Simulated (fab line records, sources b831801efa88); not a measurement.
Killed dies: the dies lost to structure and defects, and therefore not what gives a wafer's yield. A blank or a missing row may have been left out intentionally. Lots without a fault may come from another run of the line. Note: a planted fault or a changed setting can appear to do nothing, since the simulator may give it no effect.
A lot that was struck, set against a sound lot + flow sky130 + 17 out of 708 route steps
Sound: these wafers, L526.1, L526.3, L526.6. Wafers struck: L532.1, L532.3, L532.4. At the end, the cause is stated.
At each step with rows: each side's tool, then ch and its chambers, then its first start. Under that, the readings that differ: sound wafers + struck wafers + difference of the means + sigmas: that difference in standard deviations of wafers without a fault.
alike: words and numbers the same on both sides, and readings whose means are apart by under 2 such deviations; not compared: readings that were withheld, readings missing a value for some wafer, numbers with overlapping values and no deviation given by the record, and bounds like >300 which may hide the same value.
A row with sigmas, a row that says differs or no value, or rows on one side alone: a step with any of these is where the two part. When numbers do not overlap yet have no deviation, they are printed without sigmas and do not part them. A reading that every wafer of one side lacks parts them only if that side has two wafers or more.

first, 3 steps without rows for these wafers: SKY_VIA3_EXPOSE_09 (exposes mask VIM3, target cd 200 nm); SKY_VIA3_PEB_10; SKY_VIA3_DEVELOP_11 (develop time 60 s).
SKY_VIA3_CD_MEAS_12 targets a cd of 200 nm.
  sound on cd_sem-01 at day 40 07:02; struck on cd_sem-02 at day 42 00:53
  alike: cd_nm
SKY_VIA3_OVL_MEAS_13:
  sound on overlay-02 at day 40 07:09; struck on overlay-01 at day 42 01:01
  alike: VIA3_OVL
SKY_VIA3_ETCH_14: etches BARC in N2/H2, stops on SiO2, time 45.9 s, target depth 60 nm.
  sound on rie_diel-03 ch 0,3, day 40 07:11; struck on rie_diel-01 ch 1,2,3, day 42 01:03
  alike: drypump_motor_current_A, h2_flow_sccm, oes_product_au, throttle_valve_pct
  not compared: rf_hours_counter_h
SKY_VIA3_ETCH_15: etches SiO2 in C4F8/O2/Ar, stops on TiN, target depth 507 nm, time 78 s.
  sound on rie_diel-03 ch 0,3, day 40 07:14; struck on rie_diel-01 ch 1,2,3, day 42 01:05
  alike: oes_product_au
  not compared: rf_hours_counter_h
SKY_VIA3_STRIP_16: strips in O2/N2.
  sound on plasma_asher-01 ch 0,1, day 40 07:17; struck on plasma_asher-04 ch 0,1, day 42 01:09
| reading                      | sound             | struck            | difference | sigmas |
|------------------------------|-------------------|-------------------|------------|--------|
| drypump_motor_current_A (A)  | 6.4 6.4 5.6       | 5.2 5.0 5.2       | -1.0       | -2     |
| strip_time_to_endpoint_s (s) | 4.168 4.162 4.154 | 4.093 4.104 4.123 | -0.055     | -2     |
  alike: oes_product_au
  not compared: rf_hours_counter_h
then, 3 steps without rows for these wafers: SKY_VIA3_STRIP_17 (strips in post etch residue remover, time 1200 s); SKY_VIA3_CLEAN_18 (cleans in IPA, time 180 s); SKY_VIA3_CLEAN_19 (cleans in O3/DIW).
SKY_VIA3_SPUTTER_20: material TiN, target thk 20 nm, time 80 s.
  sound on pvd_sputter-04 at day 40 07:56; struck on pvd_sputter-02 at day 42 01:44
  alike: throttle_valve_pct
SKY_VIA3_CVD_21: deposits W, target thk 390 nm, time 117.31 s.
  sound on cvd_w-02 ch 0,1, day 40 07:59; struck on cvd_w-01 ch 0,1, day 42 01:48
| reading                            | sound             | struck            | difference | sigmas |
|------------------------------------|-------------------|-------------------|------------|--------|
| model.W_of_VIA3_CVD_21.thk_nm (nm) | 383.7 388.5 396.2 | 413.8 419.6 410.7 | +25.2      |        |
  alike: heater_power_w
SKY_VIA3_RS_MEAS_22: the measuring method here is four-point-probe.
  sound on film_metro-04 at day 40 08:07; struck on film_metro-01 at day 42 01:55
| reading            | sound             | struck            | difference | sigmas |
|--------------------|-------------------|-------------------|------------|--------|
| VIA3_W_RS (ohm/sq) | 0.299 0.295 0.289 | 0.276 0.273 0.279 | -0.018     | -4     |
SKY_VIA3_THK_MEAS_23: measures by xrf.
  sound on film_metro-04 at day 40 08:14; struck on film_metro-01 at day 42 02:02
| reading         | sound       | struck      | difference | sigmas |
|-----------------|-------------|-------------|------------|--------|
| VIA3_W_THK (nm) | 386 392 398 | 423 428 417 | +31        | +3     |
SKY_VIA3_CMP_24: polishes, stops on SiO2, t overpolish 20 s, target thk 0 nm.
  sound on cmp-01 ch 0,1,3, day 40 08:20; struck on cmp-02 ch 1,2,3, day 42 02:09
  alike: motor_current_A, slurry_filter_dp_kPa, slurry_flow_ml_min
-- the record jumps here: 6 days lie between the struck wafers' starts before and after (it left off in module VIA3 and takes up again in module PAD_OPEN, whose first step shown is number 708 of the route) --
SKY_PAD_OPEN_PROBE_99:
  sound on prober-01 at day 46 07:58; struck on prober-01 at day 47 16:49
  alike: defect_limited_yield, killed_at_M0_to_M3, killed_at_M4_up, killed_at_contacts, killed_at_front_end, killed_at_other, killed_dies, killed_open, killed_short, sort_bin_3_pad_short, sort_bin_5_function, sort_bin_6_memory, sort_n_pass, sort_yield_pct

## WHERE THEY PART
Last at SKY_VIA3_THK_MEAS_23 as far as this record goes, first at SKY_VIA3_STRIP_16. Later steps at which nothing parts them and some readings are alike: SKY_VIA3_CMP_24, SKY_PAD_OPEN_PROBE_99.

WHY: what the simulator had put in
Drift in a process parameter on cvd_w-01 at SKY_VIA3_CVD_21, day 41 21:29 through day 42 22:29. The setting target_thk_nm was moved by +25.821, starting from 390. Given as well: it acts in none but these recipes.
